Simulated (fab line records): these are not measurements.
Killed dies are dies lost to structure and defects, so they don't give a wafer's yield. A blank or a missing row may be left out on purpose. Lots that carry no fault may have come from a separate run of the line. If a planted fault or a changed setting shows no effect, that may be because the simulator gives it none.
Matching of chambers | flow sky130 | 4 sister chambers for SKY_CONTACT_CMP_27 on cmp-02
The step polishes, stops on SiO2, t overpolish 15 s, target thk 0 nm. 8 wafers are shown with their chamber, then 8 later ones without.

WAFERS PAIRED WITH THEIR CHAMBERS
wafer  | chamber | motor current A (A) | time to endpoint s (s)
L523.6 | 1       | 9.5                 | 87.1
L527.5 | 3       | 11.8                | 83.8
L528.5 | 2       | 10.6                | 86.2
L528.6 | 1       | 9.8                 | 86.8
L529.1 | 0       | 12.8                | 76.6
L529.4 | 2       | 9.7                 | 80.3
L529.5 | 0       | 11.8                | 80.0
L531.1 | 3       | 12.3                | 85.5

WAFERS WITHOUT THEIR CHAMBER
wafer  | motor current A (A) | time to endpoint s (s)
L531.2 | 9.5                 | 83.9
L531.5 | 10.4                | 80.9
L536.4 | 12.3                | 86.7
L536.5 | 10.4                | 84.2
L536.6 | 11.9                | 83.4
L539.2 | 10.1                | 87.2
L539.3 | 12.4                | 84.1
L539.5 | 9.3                 | 87.7

THE CHAMBER EACH PASSED THROUGH
wafer  | from the rows above     | in truth
L531.2 | can't be placed: 1 or 2 | 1
L531.5 | can't be placed: 2 or 1 | 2
L536.4 | 3                       | 3
L536.5 | can't be placed: 2 or 1 | 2
L536.6 | can't be placed: 3 or 0 | 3
L539.2 | can't be placed: 1 or 2 | 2
L539.3 | can't be placed: 3 or 0 | 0
L539.5 | can't be placed: 1 or 2 | 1
Correctly placed: 1 of 8. Cannot be placed on the basis of these rows: 7; the candidates contain the true chamber in 7. Number placed wrongly: 0.
How it was worked out, from the rows above alone: a wafer's distance from a chamber is the root of the sum, over the readings, of the square of ((its reading less the chamber's mean) divided by the reading's scatter). If the next closest chamber is less than 2 further off than the closest, the wafer can't be placed; otherwise it belongs to the closest. A chamber's mean is the mean of its shown wafers. How the scatter is found: for the shown wafers, subtract from each reading the mean of its chamber, square and add these, divide the total by (wafers less chambers), then take the root.
